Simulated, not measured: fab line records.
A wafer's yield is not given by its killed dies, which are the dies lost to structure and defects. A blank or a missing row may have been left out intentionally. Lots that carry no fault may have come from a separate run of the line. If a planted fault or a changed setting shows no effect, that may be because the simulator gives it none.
A lot that was struck, set against a sound lot -- flow sfq line -- 42 out of 325 route steps
Sound: the wafers L454.1, L454.2, L454.5. Struck: wafer L459.3 (left out: L459.1, L459.2 of the same lot, which were not struck); the cause appears at the end.
At each step with rows: each side's tool, then ch and its chambers, then its first start. Under that, the readings that differ: sound wafers -- struck wafers -- difference of the means -- sigmas: that difference in standard deviations of wafers without a fault.
alike: a reading whose means differ by less than 2 such deviations, as well as words and numbers matching on both sides. not compared: withheld readings; readings where some wafer has no value; bounds like >300 that might hide an equal value; numbers whose values overlap and for which the record gives no deviation.
Wherever a step has rows on one side only, a row that says differs or no value, or a row with sigmas, the two part there. Non-overlapping numbers with no deviation appear without sigmas and do not part them. A reading missing from all wafers of one side parts the sides only when that side holds two or more wafers.

first, 6 steps without rows for these wafers: SFQ_TRILAYER_I1_VIA_LITHO_COAT_054 (resist thk 62 nm); SFQ_TRILAYER_I1_VIA_LITHO_COAT_049 (resist thk 650 nm); SFQ_TRILAYER_I1_VIA_LITHO_SOFTBAKE_053; SFQ_TRILAYER_I1_VIA_LITHO_EXPOSE_050 (exposes mask I1, target cd 500 nm); SFQ_TRILAYER_I1_VIA_LITHO_PEB_052 (peb time 60 s); SFQ_TRILAYER_I1_VIA_LITHO_DEVELOP_051 (time 60 s).
SFQ_I1_OVL_MEAS_913:
  sound on overlay-02 at day 25 03:29; struck on overlay-02 at day 27 01:43
  alike: I1_OVL
then, 1 step without rows for these wafers: SFQ_TRILAYER_I1_VIA_BARC_OPEN_VIA_ETCH_071 (etches BARC in O2, target depth 125 nm, time 41.7 s).
SFQ_TRILAYER_I1_VIA_ETCH_VIA_ETCH_052: etches SiO2 in CHF3, stops on Nb, target depth 260 nm.
  sound on rie diel-03 ch 0,3, day 25 03:33; struck on rie diel-01 ch 3, day 27 01:47
  alike: drypump motor current A, oes product au
SFQ_TRILAYER_I1_VIA_STRIP_STRIP_053: strips in O2.
  sound on rie metal-03 ch 0,1, day 25 03:40; struck on rie metal-04 ch 1, day 27 01:54
reading,sound,struck,difference,sigmas
drypump motor current A (A),6.3 6.5 6.3,5.0,-1.4,-3
  alike: oes product au
  not compared: rf hours counter h
then, 2 steps without rows for these wafers: SFQ_TRILAYER_I1_VIA_STRIP_SOLV_CLEAN_054 (cleans in NMP, time 600 s); SFQ_TRILAYER_M2_DEP_PRE_CLEAN_056 (time 22.5 s).
SFQ_TRILAYER_M2_DEP_SPUTTER_055: material Nb, target thk 200 nm, time 133.3 s.
  sound on pvd sputter-04 at day 25 04:28; struck on pvd sputter-03 at day 27 02:53
reading,sound,struck,difference,sigmas
model.Nb_of_TRILAYER_M2_DEP_SPUTTER_055.thk nm (nm),200.5 201 203.1,330.8,+129.3,
  alike: throttle valve pct
SFQ_M2_RS_MEAS_914: measurement is done with a four-point probe.
  sound on film metro-03 at day 25 04:34; struck on film metro-01 at day 27 02:58
reading,sound,struck,difference,sigmas
M2_NB_RS (ohm/sq),0.889 0.888 0.877,0.536,-0.349,-35
then, 6 steps without rows for these wafers: SFQ_TRILAYER_M2_LITHO_COAT_062 (resist thk 62 nm); SFQ_TRILAYER_M2_LITHO_COAT_057 (resist thk 600 nm); SFQ_TRILAYER_M2_LITHO_SOFTBAKE_061; SFQ_TRILAYER_M2_LITHO_EXPOSE_058 (exposes mask M2, target cd 500 nm); SFQ_TRILAYER_M2_LITHO_PEB_060 (peb time 60 s); SFQ_TRILAYER_M2_LITHO_DEVELOP_059 (time 60 s).
-- the record jumps here: 6 days lie between the struck wafers' starts before and after --
SFQ_M2_OVL_MEAS_916:
  sound on overlay-02 at day 31 03:19; struck on overlay-02 at day 33 12:55
  alike: M2_OVL
then, 1 step without rows for these wafers: SFQ_TRILAYER_M2_BARC_OPEN_METAL_ETCH_077 (etches BARC in O2, target depth 125 nm, time 41.7 s).
SFQ_TRILAYER_M2_ETCH_METAL_ETCH_060: etches Nb in Cl2/Ar, stops on SiO2, target depth 240 nm, time 120 s.
  sound on rie metal-02 ch 0, day 31 03:28; struck on rie metal-03 ch 1, day 33 13:01
reading,sound,struck,difference,sigmas
drypump motor current A (A),4.8 4.8 4.8,6.5,+1.7,+3
oes product au (a.u.),0.896 0.903 0.903,0.995,+0.094,+13
  not compared: rf hours counter h
then, 4 steps without rows for these wafers: SFQ_TRILAYER_M2_STRIP_STRIP_061 (strips in O2); SFQ_TRILAYER_M2_STRIP_SOLV_CLEAN_062 (cleans in NMP, time 600 s); SFQ_TRILAYER_I2_DEP_PECVD_063 (deposits SiO2 from SiH4/N2O, time 111.11 s, target thk 500 nm); SFQ_TRILAYER_I2_CMP_CMP_064 (polishes SiO2).
SFQ_I2_BOW_MEAS_917:
  sound on film metro-03 at day 31 08:35; struck on film metro-03 at day 34 12:47
  alike: I2_BOW
then, 7 steps without rows for these wafers: SFQ_TRILAYER_I2_METRO_MEASURE_065; SFQ_TRILAYER_I2_VIA_LITHO_COAT_072 (resist thk 62 nm); SFQ_TRILAYER_I2_VIA_LITHO_COAT_067 (resist thk 650 nm); SFQ_TRILAYER_I2_VIA_LITHO_SOFTBAKE_071; SFQ_TRILAYER_I2_VIA_LITHO_EXPOSE_068 (exposes mask I2, target cd 500 nm); SFQ_TRILAYER_I2_VIA_LITHO_PEB_070 (peb time 60 s); SFQ_TRILAYER_I2_VIA_LITHO_DEVELOP_069 (time 60 s).
-- the record jumps here: 5 days lie between the struck wafers' starts before and after --
SFQ_I2_OVL_MEAS_918:
  sound on overlay-02 at day 37 17:47; struck on overlay-01 at day 39 22:41
  alike: I2_OVL
SFQ_TRILAYER_I2_VIA_BARC_OPEN_VIA_ETCH_096: etches BARC in O2, target depth 125 nm, time 41.7 s.
  sound on rie diel-04 ch 0,3, day 37 17:49; struck on rie diel-04 ch 2, day 39 22:43
  alike: drypump motor current A, oes product au
  not compared: rf hours counter h
SFQ_TRILAYER_I2_VIA_ETCH_VIA_ETCH_070: etches SiO2 in CHF3, stops on Nb, target depth 260 nm.
  sound on rie diel-04 ch 0,3, day 37 17:51; struck on rie diel-04 ch 2, day 39 22:46
  alike: drypump motor current A, oes product au
SFQ_TRILAYER_I2_VIA_STRIP_STRIP_071: strips in O2.
  sound on rie metal-02 ch 0,1, day 37 17:58; struck on rie metal-01 ch 0, day 39 22:52
  alike: drypump motor current A, oes product au
  not compared: rf hours counter h
then, 2 steps without rows for these wafers: SFQ_TRILAYER_I2_VIA_STRIP_SOLV_CLEAN_072 (cleans in NMP, time 600 s); SFQ_TRILAYER_M3_DEP_PRE_CLEAN_074 (time 22.5 s).
-- the record jumps here: 40 days lie between the struck wafers' starts before and after --
SFQ_M8_BOW_MEAS_951:
  sound on film metro-02 at day 77 00:07; struck on film metro-04 at day 79 12:17
reading,sound,struck,difference,sigmas
model.etest.m2.comb log10 ohm,12 12 12,0,-12,
model.etest.m2.ohm sq,0.8886 0.8864 0.8772,0.5385,-0.3456,
  alike: M8_BOW

== WHERE THEY PART ==
First at SFQ_TRILAYER_I1_VIA_STRIP_STRIP_053; last, within this record, at SFQ_TRILAYER_M2_ETCH_METAL_ETCH_060. Later steps at which nothing parts them and some readings are alike: SFQ_I2_BOW_MEAS_917, SFQ_I2_OVL_MEAS_918, SFQ_TRILAYER_I2_VIA_BARC_OPEN_VIA_ETCH_096, SFQ_TRILAYER_I2_VIA_ETCH_VIA_ETCH_070, SFQ_TRILAYER_I2_VIA_STRIP_STRIP_071, SFQ_M8_BOW_MEAS_951.

WHY: what the simulator had put in
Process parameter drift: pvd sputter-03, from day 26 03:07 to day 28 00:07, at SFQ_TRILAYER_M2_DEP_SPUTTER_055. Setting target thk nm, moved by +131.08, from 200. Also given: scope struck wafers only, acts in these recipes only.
